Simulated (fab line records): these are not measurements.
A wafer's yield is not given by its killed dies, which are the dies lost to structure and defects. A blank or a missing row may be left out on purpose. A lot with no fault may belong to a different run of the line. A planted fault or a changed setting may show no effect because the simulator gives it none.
Which of the tools did it? -- flow sky130 -- route of 708 steps, sampled at 1 step: 6 lots, 17 wafers

## WHAT THE GAUGES READ, wafer by wafer
SKY_SONOS_ONO_THK_MEAS_01.
lot,measured,on,SONOS_ONO_OXIDATION_THK (nm)
L123,day 12 08:32,film metro-04,2.53 2.57 2.57
L131,day 14 12:02,film metro-04,2.56 2.63
L135,day 15 17:32,film metro-03,2.70 2.63 2.64
L140,day 17 12:23,film metro-03,2.55 2.59 2.64
L142,day 18 02:13,film metro-04,2.62 2.62 2.60
L144,day 18 17:39,film metro-04,2.59 2.59 2.59

## WHICH TOOL RAN EACH LOT (tool, then ch and the chambers of the sampled wafers, then the start)
Record: no process step prior to these readings.

## THE ANSWER, worked out from the rows above alone
Rule: the lots themselves supply what counts as usual. The widest of any qualifying gaps counts: lots, ordered by their means at a reading, are off when they make up no more than a third of the lots, leave a main group of 4 or more, and stand apart from it by 3 or more times the standard deviation of that group's means. A main group is skipped when, at the precision printed for the reading in the tables above, its means are all equal. Also off: a lot with no number at a reading for which 4 or more lots have one. Where the step has rows for the other lots, those lots are counted as sound.
No lot is off at any reading shown: from this, nothing can be told.

## WHAT HAD BEEN PUT IN BY THE SIMULATOR
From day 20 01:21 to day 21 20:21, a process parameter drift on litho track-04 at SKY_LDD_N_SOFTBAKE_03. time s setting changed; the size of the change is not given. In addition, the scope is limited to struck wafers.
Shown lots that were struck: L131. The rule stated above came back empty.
